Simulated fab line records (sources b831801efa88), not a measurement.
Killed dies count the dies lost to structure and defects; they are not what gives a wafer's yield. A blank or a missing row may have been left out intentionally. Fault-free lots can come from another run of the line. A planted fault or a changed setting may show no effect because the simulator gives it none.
What tool caused it? -- flow sky130 -- 30 wafers from 10 lots sampled at 3 of the route's 708 steps

WHAT THE GAUGES SHOWED, per wafer
SKY_VIA1_THK_MEAS_23: measures by xrf.
lot,measured,on,VIA1_W_THK (nm)
L527,day 35 13:52,filmMetro-03,277 279 278
L530,day 36 07:13,filmMetro-01,281 287 281
L533,day 37 05:20,filmMetro-02,282 280 279
L539,day 39 03:53,filmMetro-01,279 283 278
L541,day 39 15:02,filmMetro-03,282 286 284
L542,day 39 22:12,filmMetro-03,287 283 283
L543,day 40 00:59,filmMetro-01,278 276 280
L544,day 40 06:58,filmMetro-03,282 285 282
L545,day 40 20:11,filmMetro-01,277 279 278
L548,day 41 10:01,filmMetro-02,281 284 284

TOOL THAT RAN EACH LOT (tool first, then ch and the chambers of the sampled wafers, then the start)
lot,SKY_METAL1_METAL_ETCH_19,SKY_METAL1_STRIP_20
L527,"rieMetal-02 ch 0, day 34 10:01","plasmaAsher-01 ch 0,1, day 34 10:06"
L530,"rieMetal-01 ch 0,1, day 35 01:51","plasmaAsher-01 ch 1, day 35 01:58"
L533,"rieMetal-01 ch 0,1, day 35 23:52","plasmaAsher-02 ch 0,1, day 35 23:57"
L539,"rieMetal-01 ch 1, day 37 23:44","plasmaAsher-02 ch 0,1, day 37 23:53"
L541,"rieMetal-01 ch 1, day 38 11:01","plasmaAsher-01 ch 0,1, day 38 11:11"
L542,"rieMetal-03 ch 0,1, day 38 17:52","plasmaAsher-01 ch 0,1, day 38 17:57"
L543,"rieMetal-01 ch 0,1, day 38 21:19","plasmaAsher-01 ch 0,1, day 38 21:24"
L544,"rieMetal-02 ch 0,1, day 39 03:28","plasmaAsher-03 ch 0,1, day 39 03:34"
L545,"rieMetal-02 ch 0,1, day 39 17:04","plasmaAsher-02 ch 0,1, day 39 17:09"
L548,"rieMetal-03 ch 0,1, day 40 07:30","plasmaAsher-02 ch 0,1, day 40 07:35"
- SKY_METAL1_METAL_ETCH_19: etches the open film in Cl2/BCl3, stops on SiO2, target depth 360 nm, time 78 s.
- SKY_METAL1_STRIP_20: strips in O2/N2.

WHAT THE TOOLS THEMSELVES READ (means of the sampled wafers that have a number; where no wafer has one, the mark that the record gives instead)
SKY_METAL1_METAL_ETCH_19.
lot,tool,bcl3FlowSccm (sccm),drypumpMotorCurrentA (A),oesProductAu (a.u.),throttleValvePct (%)
L527,rieMetal-02,30.05,5.88,0.859,22.269
L530,rieMetal-01,30.06,5.86,0.851,22.261
L533,rieMetal-01,30.06,5.96,0.863,22.258
L539,rieMetal-01,30.04,6.05,0.857,22.264
L541,rieMetal-01,30.00,6.05,0.854,22.259
L542,rieMetal-03,30.00,6.05,0.856,22.262
L543,rieMetal-01,30.00,5.95,0.856,22.268
L544,rieMetal-02,30.06,5.98,0.860,22.269
L545,rieMetal-02,29.90,5.94,0.855,22.252
L548,rieMetal-03,29.92,6.02,0.858,22.266

SKY_METAL1_STRIP_20.
lot,tool,drypumpMotorCurrentA (A),oesProductAu (a.u.),stripTimeToEndpointS (s)
L527,plasmaAsher-01,5.4,0.345,2.731
L530,plasmaAsher-01,5.1,0.347,2.704
L533,plasmaAsher-02,6.1,0.345,2.695
L539,plasmaAsher-02,6.1,0.340,2.691
L541,plasmaAsher-01,5.7,0.349,2.705
L542,plasmaAsher-01,5.4,0.340,2.671
L543,plasmaAsher-01,5.4,0.345,2.713
L544,plasmaAsher-03,5.3,0.346,2.697
L545,plasmaAsher-02,6.0,0.343,2.687
L548,plasmaAsher-02,6.0,0.344,2.694

THE ANSWER, worked out from the rows above alone
Rule: what is usual is taken from the lots themselves. The widest of any qualifying gaps counts: lots, ordered by their means at a reading, are off when they make up no more than a third of the lots, leave a main group of 4 or more, and stand apart from it by 3 or more times the standard deviation of that group's means. If all means in a main group match to the digits the tables above print for the reading, that group is not used. Also off: a lot with no number at a reading for which 4 or more lots have one. Any other lot the step has rows for is counted as sound. Order of review: gauges by route order, followed by the tools' own readings, for which a lot's mean as printed above is used. At the first step where some lot is off, the reading lying furthest off is the one used; lots without a number count as furthest.
Across all readings shown, no lot is off: no conclusion can be drawn from this.

WHAT HAD BEEN PUT IN BY THE SIMULATOR
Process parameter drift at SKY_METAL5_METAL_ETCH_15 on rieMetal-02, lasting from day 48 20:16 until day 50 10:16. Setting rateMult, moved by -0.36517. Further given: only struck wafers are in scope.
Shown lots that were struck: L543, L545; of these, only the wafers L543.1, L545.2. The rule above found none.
